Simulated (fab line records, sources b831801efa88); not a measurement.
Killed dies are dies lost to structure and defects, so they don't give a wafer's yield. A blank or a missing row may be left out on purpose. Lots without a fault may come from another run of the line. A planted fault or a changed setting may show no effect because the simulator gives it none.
fab line records | flow gf180mcu
record lots=5 wafers=15 last_day=32
route steps=602 shown POLY_GATE@159 HV_LDD@176
lots that met no fault: from a run of the same line without faults
start_h: hours from the record's first day to the start of the lot's first wafer shown | wait_h: hours since the lot's step before | " the same as in the row above | L1.1+2: a row that stands for several wafers | - no value, or no start given | * or withheld: withheld | < > ~ a bound
route shown NAME@n: a module of which the file shows steps, and the number in the route of the first | usual: mean/standard deviation of fault-free wafers | same: alike in all rows | chamber/n: place in a boat | sites: the reading at each site | _std_site: their standard deviation | _edge_site: outer sites' mean less inner sites' | radius_mm: how far each site lies from the wafer's centre | mask NAME#n: copy n | behind: the tool/chamber that last shaped the wafer | hold: why the lot was held/for how many hours/how that ended | device: the transistor (n, p or np) that didn't switch | end of line: the same wafers' tests at the end of the route | a step without rows: its recipe alone | killed: dies lost to structure and defects at the first sort, not the wafer's yield | map: a wafer's dies, x killed, . not, _ none there
set.NAME: the setting as run; set.NAME@STEP: as run at that earlier step | model.NAME: the simulator's own value behind a step, which no gauge read
lots at some steps of the route; a table a step, a row a wafer
services: from which hour (start_h, from the record's first day; less than 0 if before it) a tool's chamber was out of use, for how many hours, and why
## steps
# step GF_POLY_GATE_DEHYDRATE_02
# recipe temp_c=200 time_s=60
# usual chill_plate_temp_C=22.97/0.11
# same time_s=60
# columns lot.wafer tool chamber start_h wait_h chill_plate_temp_C
L078.2 litho_track-02 0 219.08 7.8 23.02
L078.3 " 0 " " 23.05
L078.5 " 0 " " 23.13
L079.2 litho_track-04 0 224.70 8.5 23.02
L079.4 " 0 " " 22.99
L079.5 " 0 " " 23.09
L084.4 litho_track-04 0 258.65 8.6 22.90
L084.5 " 0 " " 22.93
L084.6 " 0 " " 23.01
L086.3 litho_track-04 0 272.37 9.0 22.95
L086.5 " 0 " " 22.92
L086.6 " 0 " " 22.97
L089.2 litho_track-02 0 291.93 9.3 22.93
L089.3 " 0 " " 22.99
L089.5 " 0 " " 23.08
# step GF_POLY_GATE_HMDS_03
# recipe prime_time_s=60 prime_temp_c=120
# usual chill_plate_temp_C=23.02/0.11
# columns lot.wafer tool chamber start_h wait_h chill_plate_temp_C
L078.2 litho_track-02 0 219.23 0.1 23.02
L078.3 " 0 " " 23.12
L078.5 " 0 " " 22.96
L079.2 litho_track-04 0 224.85 0.1 22.88
L079.4 " 0 " " 22.90
L079.5 " 0 " " 23.09
L084.4 litho_track-04 0 258.80 0.1 22.88
L084.5 " 0 " " 23.04
L084.6 " 0 " " 22.97
L086.3 litho_track-04 0 272.52 0.1 22.91
L086.5 " 0 " " 23.05
L086.6 " 0 " " 23.01
L089.2 litho_track-02 0 292.08 0.1 22.89
L089.3 " 0 " " 23.08
L089.5 " 0 " " 23.15
# step GF_POLY_GATE_COAT_04
# recipe resist=BARC temp_c=withheld time_s=withheld spin_rpm=withheld resist_thk_nm=withheld
# usual chill_plate_temp_C=*
# columns lot.wafer tool chamber start_h wait_h chill_plate_temp_C
L078.2 litho_track-02 0 219.38 0.1 *
L078.3 " 0 " " *
L078.5 " 0 " " *
L079.2 litho_track-04 0 225.00 0.1 *
L079.4 " 0 " " *
L079.5 " 0 " " *
L084.4 litho_track-04 0 258.95 0.1 *
L084.5 " 0 " " *
L084.6 " 0 " " *
L086.3 litho_track-04 0 272.67 0.1 *
L086.5 " 0 " " *
L086.6 " 0 " " *
L089.2 litho_track-02 0 292.23 0.1 *
L089.3 " 0 " " *
L089.5 " 0 " " *
# step GF_POLY_GATE_COAT_05
# recipe resist=KrF spin_rpm=withheld resist_thk_nm=700
# usual chill_plate_temp_C=22.99/0.12
# columns lot.wafer tool chamber start_h wait_h chill_plate_temp_C
L078.2 litho_track-02 0 - - 23.02
L078.3 " 0 " " 22.95
L078.5 " 0 " " 22.94
L079.2 litho_track-04 0 - - 22.76
L079.4 " 0 " " 22.80
L079.5 " 0 " " 22.75
L084.4 litho_track-04 0 - - 23.02
L084.5 " 0 " " 23.16
L084.6 " 0 " " 23.11
L086.3 litho_track-04 0 - - 23.00
L086.5 " 0 " " 22.95
L086.6 " 0 " " 22.82
L089.2 litho_track-02 0 - - 22.99
L089.3 " 0 " " 23.03
L089.5 " 0 " " 22.87
# step GF_POLY_GATE_SOFTBAKE_06
# recipe temp_c=130 time_s=60 resist=KrF
# usual chill_plate_temp_C=23.01/0.11
# same time_s=60
# columns lot.wafer tool chamber start_h wait_h chill_plate_temp_C
L078.2 litho_track-02 0 - - 22.94
L078.3 " 0 " " 23.14
L078.5 " 0 " " 23.05
L079.2 litho_track-04 0 - - 23.18
L079.4 " 0 " " 23.08
L079.5 " 0 " " 23.00
L084.4 litho_track-04 0 - - 23.05
L084.5 " 0 " " 23.10
L084.6 " 0 " " 23.04
L086.3 litho_track-04 0 - - 22.99
L086.5 " 0 " " 22.84
L086.6 " 0 " " 22.90
L089.2 litho_track-02 0 - - 23.03
L089.3 " 0 " " 22.93
L089.5 " 0 " " 22.88
# step GF_POLY_GATE_EXPOSE_07
# recipe mask_id=Poly2 target_cd_nm=280 na=0.68 source_shape=conventional sigma_outer=0.6 dose_mj=28
# usual exposure_dose_mJ_cm2=27.989/0.028 focus_offset_nm=0.1/0.61
# columns lot.wafer tool chamber start_h wait_h mask exposure_dose_mJ_cm2 focus_offset_nm
L078.2 krf_scanner-01 0 - - Poly2#0 27.985 -0.7
L078.3 " 0 " " Poly2#0 27.992 -0.6
L078.5 " 0 " " Poly2#0 28.012 -0.4
L079.2 krf_scanner-02 0 - - Poly2#0 27.969 -0.2
L079.4 " 0 " " Poly2#0 27.958 -0.1
L079.5 " 0 " " Poly2#0 27.990 -0.2
L084.4 krf_scanner-02 0 - - Poly2#0 27.980 0.6
L084.5 " 0 " " Poly2#0 28.000 -0.7
L084.6 " 0 " " Poly2#0 27.955 0.2
L086.3 krf_scanner-01 0 - - Poly2#0 28.000 0.1
L086.5 " 0 " " Poly2#0 27.965 1.7
L086.6 " 0 " " Poly2#0 28.034 0.8
L089.2 krf_scanner-01 0 - - Poly2#0 27.975 0.0
L089.3 " 0 " " Poly2#0 28.028 -0.9
L089.5 " 0 " " Poly2#0 27.986 0.3
# step GF_POLY_GATE_PEB_08
# recipe peb_temp_c=135 peb_time_s=90 resist=KrF
# usual chill_plate_temp_C=22.98/0.1
# columns lot.wafer tool chamber start_h wait_h chill_plate_temp_C
L078.2 litho_track-03 0 - - 22.95
L078.3 " 0 " " 23.16
L078.5 " 0 " " 23.09
L079.2 litho_track-03 0 - - 23.11
L079.4 " 0 " " 22.98
L079.5 " 0 " " 22.97
L084.4 litho_track-04 0 - - 23.07
L084.5 " 0 " " 23.03
L084.6 " 0 " " 22.97
L086.3 litho_track-04 0 - - 22.73
L086.5 " 0 " " 22.97
L086.6 " 0 " " 22.94
L089.2 litho_track-04 0 - - 22.98
L089.3 " 0 " " 22.92
L089.5 " 0 " " 22.91
# step GF_POLY_GATE_DEVELOP_09
# recipe develop_time_s=60 resist=KrF dev_temp_c=21
# usual chill_plate_temp_C=23.02/0.11
# columns lot.wafer tool chamber start_h wait_h chill_plate_temp_C
L078.2 litho_track-03 0 228.48 0.2 23.07
L078.3 " 0 " " 23.08
L078.5 " 0 " " 22.92
L079.2 litho_track-03 0 234.03 0.2 23.04
L079.4 " 0 " " 22.98
L079.5 " 0 " " 22.91
L084.4 litho_track-04 0 269.40 0.1 22.90
L084.5 " 0 " " 22.95
L084.6 " 0 " " 22.97
L086.3 litho_track-04 0 282.32 0.1 22.95
L086.5 " 0 " " 23.04
L086.6 " 0 " " 23.01
L089.2 litho_track-04 0 302.50 0.2 23.21
L089.3 " 0 " " 23.07
L089.5 " 0 " " 23.05
# step GF_POLY_GATE_CD_MEAS_10
# recipe target_cd_nm=280
# usual cd_nm=280.0/1.1
# columns lot.wafer tool chamber start_h wait_h cd_nm
L078.2 cd_sem-01 - 228.63 0.1 279.6
L078.3 " - " " 280.9
L078.5 " - " " 279.8
L079.2 cd_sem-01 - 234.18 0.1 281.2
L079.4 " - " " 281.0
L079.5 " - " " 279.8
L084.4 cd_sem-02 - 269.53 0.1 281.1
L084.5 " - " " 280.9
L084.6 " - " " 280.0
L086.3 cd_sem-01 - 282.46 0.1 279.6
L086.5 " - " " 279.6
L086.6 " - " " 279.7
L089.2 cd_sem-02 - 302.64 0.1 280.3
L089.3 " - " " 279.5
L089.5 " - " " 280.1
# step GF_POLY_GATE_OVL_MEAS_11
# usual POLY_GATE_OVL=4/5.3
# columns lot.wafer tool chamber start_h wait_h POLY_GATE_OVL[nm]
L078.2 overlay-02 - 228.73 0.1 9
L078.3 " - " " 9
L078.5 " - " " -6
L079.2 overlay-02 - 234.28 0.1 7
L079.4 " - " " 7
L079.5 " - " " 9
L084.4 overlay-02 - 269.61 0.1 5
L084.5 " - " " 5
L084.6 " - " " 1
L086.3 overlay-01 - 282.55 0.1 5
L086.5 " - " " 8
L086.6 " - " " 6
L089.2 overlay-02 - 302.75 0.1 -3
L089.3 " - " " 5
L089.5 " - " " 4
# step GF_POLY_GATE_ETCH_12
# recipe chemistry=N2/H2 target_depth_a=withheld overetch_a=withheld time_s=withheld target=BARC ion_energy_ev=200 source_w=500 bias_w=100 pressure_mtorr=30 n2_flow_sccm=100 h2_flow_sccm=200
# usual drypump_motor_current_A=5.6/0.51 oes_product_au=0.736/0.0048 throttle_valve_pct=13.214/0.009
# columns lot.wafer tool chamber start_h wait_h drypump_motor_current_A oes_product_au throttle_valve_pct
L078.2 rie_diel-02 2 228.76 0.0 5.3 0.739 13.210
L078.3 " 1 " " 5.9 0.735 13.229
L078.5 " 2 " " 5.3 0.746 13.214
L079.2 rie_diel-02 2 234.31 0.0 5.3 0.737 13.239
L079.4 " 3 " " 5.9 0.742 13.198
L079.5 " 0 " " 4.8 0.741 13.208
L084.4 rie_diel-02 1 269.63 0.0 5.9 0.742 13.231
L084.5 " 0 " " 4.8 0.741 13.203
L084.6 " 3 " " 5.9 0.742 13.218
L086.3 rie_diel-02 1 282.58 0.0 5.9 0.739 13.218
L086.5 " 0 " " 4.8 0.729 13.222
L086.6 " 3 " " 5.9 0.739 13.229
L089.2 rie_diel-02 2 302.78 0.0 5.2 0.734 13.213
L089.3 " 0 " " 4.8 0.744 13.217
L089.5 " 0 " " 4.8 0.738 13.209
# step GF_POLY_GATE_ETCH_13
# recipe target=poly-Si target_depth_nm=198.5 stop_on=SiO2 over_etch_frac=0.403 chemistry=HBr/Cl2 icp_w=400 bias_w=100 pressure_mtorr=10 HBr_flow_sccm=150 Cl2_flow_sccm=50 time_s=69.6
# usual drypump_motor_current_A=5.7/0.4 oes_product_au=0.994/0.0073 throttle_valve_pct=33.685/0.0086
# same time_s=69.6
# columns lot.wafer tool chamber start_h wait_h drypump_motor_current_A oes_product_au rf_hours_counter_h throttle_valve_pct
L078.2 rie_si-02 2 228.81 - 5.6 0.989 54 33.682
L078.3 " 0 " " 5.1 1.008 32 33.688
L078.5 " 3 " " 5.9 0.988 - 33.690
L079.2 rie_si-02 3 234.36 - 5.9 0.985 2 33.678
L079.4 " 0 " " 5.1 1.001 32 33.686
L079.5 " 3 " " 5.9 0.991 - 33.677
L084.4 rie_si-01 1 269.68 - 5.4 0.987 4 33.681
L084.5 " 2 " " 5.6 0.998 - 33.661
L084.6 " 1 " " 5.5 0.995 - 33.699
L086.3 rie_si-02 3 282.63 - 5.9 0.985 3 33.696
L086.5 " 3 " " 5.9 0.989 - 33.682
L086.6 " 2 " " 5.6 1.005 - 33.674
L089.2 rie_si-01 1 302.83 - 5.4 1.010 5 33.677
L089.3 " 0 " " 6.5 0.995 94 33.688
L089.5 " 2 " " 5.6 1.008 - 33.676
# step GF_POLY_GATE_STRIP_14
# recipe chemistry=O2/N2 power_w=1400 pressure_mtorr=1500 platen_temp_c=250 o2_flow_sccm=3000 n2_flow_sccm=300 overash_fraction=0.5
# usual drypump_motor_current_A=5.9/0.33 heater_power_w=316/19 oes_product_au=0.505/0.0045
# columns lot.wafer tool chamber start_h wait_h drypump_motor_current_A heater_power_w oes_product_au rf_hours_counter_h
L078.2 plasma_asher-04 0 228.87 0.0 6.0 336 0.499 59
L078.3 " 1 " " 5.5 287 0.503 -
L078.5 " 0 " " 6.1 337 0.507 -
L079.2 plasma_asher-04 1 234.42 0.0 5.5 290 0.512 60
L079.4 " 0 " " 6.1 343 0.502 -
L079.5 " 0 " " 6.0 334 0.499 -
L084.4 plasma_asher-04 0 269.77 0.1 6.1 340 0.509 -
L084.5 " 1 " " 5.5 287 0.509 -
L084.6 " 0 " " 6.1 343 0.495 -
L086.3 plasma_asher-04 1 282.72 0.1 5.5 287 0.504 -
L086.5 " 1 " " 5.5 283 0.509 -
L086.6 " 0 " " 6.1 334 0.503 -
L089.2 plasma_asher-02 1 302.88 0.0 5.7 311 0.506 50
L089.3 " 0 " " 6.5 337 0.502 -
L089.5 " 1 " " 5.7 310 0.495 -
# step GF_POLY_GATE_CLEAN_15
# recipe chemistry=SC1/SC2 mix=1:4:20 temp_c=70 time_s=150 dry=n2_spin
# same time_s=150
# columns lot.wafer tool chamber start_h wait_h
L078.2+3+5 wet_bench-02 2 228.97 0.1
L079.2+4+5 wet_bench-01 1 234.52 0.1
L084.4+5+6 wet_bench-02 2 269.83 0.0
L086.3+5+6 wet_bench-01 2 282.78 0.0
L089.2+3+5 wet_bench-01 2 302.98 0.1
# step GF_POLY_GATE_OXIDATION_16
# recipe temp_c=850 ambient=O2 stabilise_s=600 purge_s=300 target_thk_a=40 ox_time_s=899
# usual ox_temp_c=849.9/0.4 spike_tc_bottom_C=865.7/1.6 tube_center_temp_C=850/0.079 tube_center_temp_C_max=852.2/0.35
# columns lot.wafer tool chamber start_h wait_h ox_temp_c spike_tc_bottom_C tube_center_temp_C tube_center_temp_C_max
L078.2 furnace-01 0 229.02 0.0 849.7 868.1 850.01 852.3
L078.3 " 0 " " 849.4 867.5 849.9 852.3
L078.5 " 0 " " 849.5 866.7 850.06 851.5
L079.2 furnace-02 0 234.57 0.0 849.4 865.7 850.01 852.7
L079.4 " 0 " " 849.9 865.4 850.1 852.3
L079.5 " 0 " " 849.6 864.0 850.01 851.9
L084.4 furnace-02 0 270.48 0.6 849.7 865.6 850.1 852.8
L084.5 " 0 " " 850.0 867.3 849.97 852.3
L084.6 " 0 " " 849.8 865.7 850.04 852.6
L086.3 furnace-01 0 282.96 0.1 849.9 867.5 849.94 851.4
L086.5 " 0 " " 850.5 867.2 850.05 852.5
L086.6 " 0 " " 850.6 865.0 850.07 852.5
L089.2 furnace-01 0 303.03 0.0 850.4 868.4 850.04 852.6
L089.3 " 0 " " 850.2 866.7 850.09 852.1
L089.5 " 0 " " 850.6 867.5 850.02 852.6
# step GF_POLY_GATE_THK_MEAS_17
# recipe reads=SiO2_of_POLY_GATE_OXIDATION_16
# usual POLY_GATE_OXIDATION_THK=4.00/0.075
# columns lot.wafer tool chamber start_h wait_h POLY_GATE_OXIDATION_THK[nm]
L078.2 film_metro-01 - 230.28 0.0 4.16
L078.3 " - " " 4.09
L078.5 " - " " 4.09
L079.2 film_metro-03 - 235.83 0.0 4.01
L079.4 " - " " 3.99
L079.5 " - " " 4.05
L084.4 film_metro-03 - 271.76 0.0 3.94
L084.5 " - " " 3.97
L084.6 " - " " 3.96
L086.3 film_metro-03 - 284.23 0.0 4.09
L086.5 " - " " 4.06
L086.6 " - " " 4.08
L089.2 film_metro-02 - 304.29 0.0 3.96
L089.3 " - " " 3.97
L089.5 " - " " 4.04
# step GF_POLY_GATE_CD_MEAS_18
# usual cd_nm=280.0/1.7
# columns lot.wafer tool chamber start_h wait_h cd_nm
L078.2 cd_sem-02 - 230.36 0.1 279.8
L078.3 " - " " 280.4
L078.5 " - " " 281.7
L079.2 cd_sem-01 - 235.91 0.1 283.7
L079.4 " - " " 279.7
L079.5 " - " " 282.7
L084.4 cd_sem-02 - 271.87 0.1 282.4
L084.5 " - " " 280.2
L084.6 " - " " 278.3
L086.3 cd_sem-01 - 284.33 0.1 281.5
L086.5 " - " " 278.6
L086.6 " - " " 278.1
L089.2 cd_sem-02 - 304.42 0.1 280.4
L089.3 " - " " 278.9
L089.5 " - " " 280.1
# step GF_HV_LDD_DEHYDRATE_00
# recipe temp_c=200 time_s=60
# usual chill_plate_temp_C=23.00/0.12
# same time_s=60
# columns lot.wafer tool chamber start_h wait_h chill_plate_temp_C
L078.2 litho_track-02 0 239.58 9.2 23.10
L078.3 " 0 " " 23.09
L078.5 " 0 " " 22.85
L079.2 litho_track-02 0 244.88 8.9 22.94
L079.4 " 0 " " 22.88
L079.5 " 0 " " 22.89
L084.4 litho_track-01 0 281.34 9.4 22.99
L084.5 " 0 " " 22.93
L084.6 " 0 " " 22.99
L086.3 litho_track-01 0 293.62 9.3 23.15
L086.5 " 0 " " 23.12
L086.6 " 0 " " 23.07
L089.2 litho_track-02 0 313.93 9.5 22.92
L089.3 " 0 " " 22.69
L089.5 " 0 " " 22.88
# step GF_HV_LDD_HMDS_01
# recipe prime_time_s=60 prime_temp_c=120
# usual chill_plate_temp_C=22.98/0.098
# columns lot.wafer tool chamber start_h wait_h chill_plate_temp_C
L078.2 litho_track-02 0 239.73 0.1 23.06
L078.3 " 0 " " 23.13
L078.5 " 0 " " 23.12
L079.2 litho_track-02 0 245.03 0.1 22.98
L079.4 " 0 " " 22.88
L079.5 " 0 " " 22.97
L084.4 litho_track-01 0 281.49 0.1 23.10
L084.5 " 0 " " 23.08
L084.6 " 0 " " 23.10
L086.3 litho_track-01 0 293.77 0.1 22.98
L086.5 " 0 " " 22.91
L086.6 " 0 " " 23.00
L089.2 litho_track-02 0 314.08 0.1 22.81
L089.3 " 0 " " 22.82
L089.5 " 0 " " 23.00
# step GF_HV_LDD_COAT_02
# recipe resist=NOVOLAK spin_rpm=3000 resist_thk_nm=1000
# usual chill_plate_temp_C=22.98/0.098 spin_speed_rpm=3000.2/2.3
# columns lot.wafer tool chamber start_h wait_h chill_plate_temp_C spin_speed_rpm
L078.2 litho_track-02 0 239.88 0.1 22.78 3000.5
L078.3 " 0 " " 22.96 3001.3
L078.5 " 0 " " 22.76 2999.6
L079.2 litho_track-02 0 245.18 0.1 22.89 2997.6
L079.4 " 0 " " 22.87 2999.9
L079.5 " 0 " " 23.00 2998.2
L084.4 litho_track-01 0 281.64 0.1 22.90 3005.9
L084.5 " 0 " " 23.13 3000.6
L084.6 " 0 " " 23.02 3001.5
L086.3 litho_track-01 0 293.92 0.1 23.09 2997.3
L086.5 " 0 " " 23.01 2999.9
L086.6 " 0 " " 22.90 2999.8
L089.2 litho_track-02 0 314.23 0.1 23.08 2999.9
L089.3 " 0 " " 22.96 2999.9
L089.5 " 0 " " 22.88 2997.6
# step GF_HV_LDD_SOFTBAKE_03
# recipe temp_c=90 time_s=60 resist=NOVOLAK
# usual chill_plate_temp_C=23.02/0.11
# same time_s=60
# columns lot.wafer tool chamber start_h wait_h chill_plate_temp_C
L078.2 litho_track-02 0 240.03 0.1 23.01
L078.3 " 0 " " 23.00
L078.5 " 0 " " 23.12
L079.2 litho_track-02 0 245.33 0.1 22.85
L079.4 " 0 " " 22.86
L079.5 " 0 " " 22.85
L084.4 litho_track-01 0 281.79 0.1 23.13
L084.5 " 0 " " 22.93
L084.6 " 0 " " 23.14
L086.3 litho_track-01 0 294.07 0.1 23.03
L086.5 " 0 " " 23.00
L086.6 " 0 " " 23.09
L089.2 litho_track-02 0 314.38 0.1 23.27
L089.3 " 0 " " 23.13
L089.5 " 0 " " 23.02
# step GF_HV_LDD_EXPOSE_04
# recipe mask_id=Nplus_LV_AREA target_cd_nm=400 na=0.6 source_shape=conventional sigma_outer=0.6 dose_mj=140
# usual exposure_dose_mJ_cm2=139.96/0.14 focus_offset_nm=0.1/0.57
# columns lot.wafer tool chamber start_h wait_h mask exposure_dose_mJ_cm2 focus_offset_nm
L078.2 iline_stepper-01 0 - - Nplus_LV_AREA#0 139.81 0.0
L078.3 " 0 " " Nplus_LV_AREA#0 140.09 -0.6
L078.5 " 0 " " Nplus_LV_AREA#0 139.97 0.9
L079.2 iline_stepper-02 0 - - Nplus_LV_AREA#0 140.17 1.2
L079.4 " 0 " " Nplus_LV_AREA#0 140.20 0.8
L079.5 " 0 " " Nplus_LV_AREA#0 140.09 1.1
L084.4 iline_stepper-02 0 - - Nplus_LV_AREA#0 140.11 0.0
L084.5 " 0 " " Nplus_LV_AREA#0 140.20 0.3
L084.6 " 0 " " Nplus_LV_AREA#0 140.15 0.0
L086.3 iline_stepper-02 0 - - Nplus_LV_AREA#0 140.01 1.1
L086.5 " 0 " " Nplus_LV_AREA#0 140.07 -0.1
L086.6 " 0 " " Nplus_LV_AREA#0 139.91 0.6
L089.2 iline_stepper-02 0 - - Nplus_LV_AREA#0 140.07 0.6
L089.3 " 0 " " Nplus_LV_AREA#0 140.17 -0.2
L089.5 " 0 " " Nplus_LV_AREA#0 139.94 0.1
# step GF_HV_LDD_PEB_05
# recipe temp_c=withheld time_s=* resist=NOVOLAK
# usual chill_plate_temp_C=*
# same time_s=*
# columns lot.wafer tool chamber start_h wait_h chill_plate_temp_C
L078.2 litho_track-01 0 - - *
L078.3 " 0 " " *
L078.5 " 0 " " *
L079.2 litho_track-02 0 - - *
L079.4 " 0 " " *
L079.5 " 0 " " *
L084.4 litho_track-02 0 - - *
L084.5 " 0 " " *
L084.6 " 0 " " *
L086.3 litho_track-01 0 - - *
L086.5 " 0 " " *
L086.6 " 0 " " *
L089.2 litho_track-01 0 - - *
L089.3 " 0 " " *
L089.5 " 0 " " *
# step GF_HV_LDD_DEVELOP_06
# recipe develop_time_s=60 dev_temp_c=23
# usual chill_plate_temp_C=23.00/0.11
# columns lot.wafer tool chamber start_h wait_h chill_plate_temp_C
L078.2 litho_track-01 0 249.19 0.1 22.89
L078.3 " 0 " " 22.93
L078.5 " 0 " " 22.91
L079.2 litho_track-02 0 253.63 0.1 23.01
L079.4 " 0 " " 22.86
L079.5 " 0 " " 22.86
L084.4 litho_track-02 0 291.83 0.1 22.99
L084.5 " 0 " " 23.02
L084.6 " 0 " " 23.04
L086.3 litho_track-01 0 304.07 0.1 23.06
L086.5 " 0 " " 22.85
L086.6 " 0 " " 22.85
L089.2 litho_track-01 0 324.79 0.1 22.99
L089.3 " 0 " " 22.95
L089.5 " 0 " " 23.00
# step GF_HV_LDD_CD_MEAS_07
# recipe target_cd_nm=400
# usual cd_nm=400.4/2.3
# columns lot.wafer tool chamber start_h wait_h cd_nm
L078.2 cd_sem-01 - 249.50 0.3 403.2
L078.3 " - " " 401.3
L078.5 " - " " 403.0
L079.2 cd_sem-02 - 253.77 0.1 397.4
L079.4 " - " " 396.7
L079.5 " - " " 399.1
L084.4 cd_sem-01 - 291.96 0.1 399.6
L084.5 " - " " 401.0
L084.6 " - " " 399.5
L086.3 cd_sem-01 - 304.21 0.1 400.9
L086.5 " - " " 403.8
L086.6 " - " " 400.0
L089.2 cd_sem-02 - 324.94 0.1 401.7
L089.3 " - " " 398.5
L089.5 " - " " 400.7
# step GF_HV_LDD_OVL_MEAS_08
# usual HV_LDD_OVL=1.5/1.4
# columns lot.wafer tool chamber start_h wait_h HV_LDD_OVL[nm]
L078.2 overlay-02 - 249.60 0.1 1.7
L078.3 " - " " -0.1
L078.5 " - " " 2.1
L079.2 overlay-01 - 253.88 0.1 1.0
L079.4 " - " " -0.2
L079.5 " - " " 0.3
L084.4 overlay-01 - 292.04 0.1 2.0
L084.5 " - " " 1.5
L084.6 " - " " 1.8
L086.3 overlay-02 - 304.30 0.1 2.3
L086.5 " - " " -0.4
L086.6 " - " " 0.7
L089.2 overlay-02 - 325.04 0.1 1.4
L089.3 " - " " 3.7
L089.5 " - " " 1.9
# step GF_HV_LDD_IMPLANT_09
# recipe species=As energy_kev=40 dose_cm2=1e+14 tilt_deg=7
# usual tilt_deg=7.000/0.022
# columns lot.wafer tool chamber start_h wait_h tilt_deg
L078.2 implanter-03 0 249.66 0.0 6.982
L078.3 " 0 " " 7.032
L078.5 " 0 " " 7.003
L079.2 implanter-01 0 253.93 0.0 7.022
L079.4 " 0 " " 7.016
L079.5 " 0 " " 7.009
L084.4 implanter-03 0 292.13 0.1 7.008
L084.5 " 0 " " 6.993
L084.6 " 0 " " 6.991
L086.3 implanter-01 0 304.37 0.1 6.948
L086.5 " 0 " " 6.963
L086.6 " 0 " " 6.980
L089.2 implanter-03 0 325.10 0.0 7.030
L089.3 " 0 " " 7.013
L089.5 " 0 " " 7.031
# step GF_HV_LDD_STRIP_10
# recipe chemistry=O2/N2 power_w=1400 pressure_mtorr=1500 platen_temp_c=250 o2_flow_sccm=3000 n2_flow_sccm=300 overash_fraction=0.5
# usual drypump_motor_current_A=5.92/0.26 heater_power_w=302/18 oes_product_au=0.716/0.0045 strip_time_to_endpoint_s=12.65/0.034
# columns lot.wafer tool chamber start_h wait_h drypump_motor_current_A heater_power_w oes_product_au rf_hours_counter_h strip_time_to_endpoint_s
L078.2 plasma_asher-02 1 249.78 0.1 5.73 306 0.726 44 12.66
L078.3 " 0 " " 6.44 320 0.717 - 12.64
L078.5 " 0 " " 6.42 328 0.721 - 12.61
L079.2 plasma_asher-03 1 254.06 0.1 5.86 293 0.716 15 12.69
L079.4 " 1 " " 5.86 299 0.708 - 12.68
L079.5 " 1 " " 5.86 295 0.721 - 12.66
L084.4 plasma_asher-03 0 292.24 0.1 5.81 281 0.721 - 12.70
L084.5 " 0 " " 5.80 274 0.722 - 12.71
L084.6 " 1 " " 5.84 289 0.716 - 12.71
L086.3 plasma_asher-03 1 304.51 0.1 5.87 291 0.714 - 12.63
L086.5 " 0 " " 5.80 285 0.717 - 12.64
L086.6 " 1 " " 5.86 290 0.716 - 12.62
L089.2 plasma_asher-02 1 325.22 0.1 5.71 313 0.714 53 12.59
L089.3 " 0 " " 6.45 340 0.717 - 12.60
L089.5 " 1 " " 5.71 318 0.718 - 12.62
# step GF_HV_LDD_TW_MEAS_11
# usual HV_LDD_TW=2424/14
# columns lot.wafer tool chamber start_h wait_h HV_LDD_TW
L078.2 film_metro-04 - 249.89 0.1 2451
L078.3 " - " " 2437
L078.5 " - " " 2434
L079.2 film_metro-01 - 254.17 0.1 2414
L079.4 " - " " 2422
L079.5 " - " " 2427
L084.4 film_metro-04 - 292.34 0.1 2427
L084.5 " - " " 2435
L084.6 " - " " 2441
L086.3 film_metro-04 - 304.59 0.1 2439
L086.5 " - " " 2435
L086.6 " - " " 2434
L089.2 film_metro-01 - 325.33 0.1 2420
L089.3 " - " " 2418
L089.5 " - " " 2417
# step GF_HV_LDD_DEHYDRATE_12
# recipe temp_c=200 time_s=60
# usual chill_plate_temp_C=23.00/0.11
# same time_s=60
# columns lot.wafer tool chamber start_h wait_h chill_plate_temp_C
L078.2 litho_track-03 0 258.33 8.4 23.01
L078.3 " 0 " " 22.98
L078.5 " 0 " " 23.07
L079.2 litho_track-03 0 262.63 8.5 22.79
L079.4 " 0 " " 22.96
L079.5 " 0 " " 23.06
L084.4 litho_track-01 0 302.09 9.7 22.90
L084.5 " 0 " " 22.84
L084.6 " 0 " " 22.91
L086.3 litho_track-03 0 314.21 9.6 22.90
L086.5 " 0 " " 22.88
L086.6 " 0 " " 22.95
L089.2 litho_track-01 0 335.69 10.3 22.97
L089.3 " 0 " " 22.99
L089.5 " 0 " " 22.88
# step GF_HV_LDD_HMDS_13
# recipe prime_time_s=60 prime_temp_c=120
# usual chill_plate_temp_C=23.01/0.11
# columns lot.wafer tool chamber start_h wait_h chill_plate_temp_C
L078.2 litho_track-03 0 258.48 0.1 23.05
L078.3 " 0 " " 22.95
L078.5 " 0 " " 23.22
L079.2 litho_track-03 0 262.78 0.1 22.85
L079.4 " 0 " " 22.84
L079.5 " 0 " " 22.95
L084.4 litho_track-01 0 302.24 0.1 23.22
L084.5 " 0 " " 23.11
L084.6 " 0 " " 23.05
L086.3 litho_track-03 0 314.36 0.1 22.98
L086.5 " 0 " " 22.94
L086.6 " 0 " " 23.09
L089.2 litho_track-01 0 335.84 0.1 23.06
L089.3 " 0 " " 23.06
L089.5 " 0 " " 23.03
# step GF_HV_LDD_COAT_14
# recipe resist=NOVOLAK spin_rpm=3000 resist_thk_nm=1000
# usual chill_plate_temp_C=22.99/0.11 spin_speed_rpm=3000.6/2.3
# columns lot.wafer tool chamber start_h wait_h chill_plate_temp_C spin_speed_rpm
L078.2 litho_track-03 0 258.63 0.1 22.91 3000.4
L078.3 " 0 " " 22.93 3000.0
L078.5 " 0 " " 22.94 3004.5
L079.2 litho_track-03 0 262.93 0.1 23.03 3002.9
L079.4 " 0 " " 22.95 3004.7
L079.5 " 0 " " 22.95 3003.0
L084.4 litho_track-01 0 302.39 0.1 22.94 2999.8
L084.5 " 0 " " 23.01 3000.8
L084.6 " 0 " " 22.99 3002.8
L086.3 litho_track-03 0 314.51 0.1 22.91 3000.0
L086.5 " 0 " " 23.04 3001.0
L086.6 " 0 " " 23.01 3003.8
L089.2 litho_track-01 0 335.99 0.1 23.14 3004.1
L089.3 " 0 " " 23.07 3006.8
L089.5 " 0 " " 22.94 3004.2
## services
# columns tool chamber start_h hours kind
furnace-02 - 197.82 1.0 repair
plasma_asher-03 - 200.36 1.5 repair
rie_si-01 1 202.49 9.2 repair
wet_bench-02 - 203.65 1.1 repair
rie_si-01 - 208.73 2.8 pm
implanter-01 - 209.05 1.0 repair
rie_si-02 - 215.12 0.8 repair
krf_scanner-02 - 217.01 3.6 pm
rie_diel-02 2 229.99 3.2 repair
plasma_asher-04 - 235.90 2.0 repair
furnace-01 - 239.03 4.6 pm
krf_scanner-01 - 241.03 1.0 pm
rie_si-02 0 252.51 5.4 repair
rie_diel-02 - 260.98 0.7 repair
furnace-01 - 264.68 3.2 pm
furnace-01 - 267.88 3.9 pm
krf_scanner-01 - 288.62 0.8 pm
rie_si-02 - 291.58 28.1 pm
krf_scanner-01 - 302.03 0.8 pm
plasma_asher-03 - 303.75 0.5 repair
krf_scanner-01 - 313.15 1.3 pm
rie_diel-02 3 324.41 12.4 repair
implanter-03 - 325.88 4.0 pm
plasma_asher-04 - 332.35 0.9 repair
## key
fault none
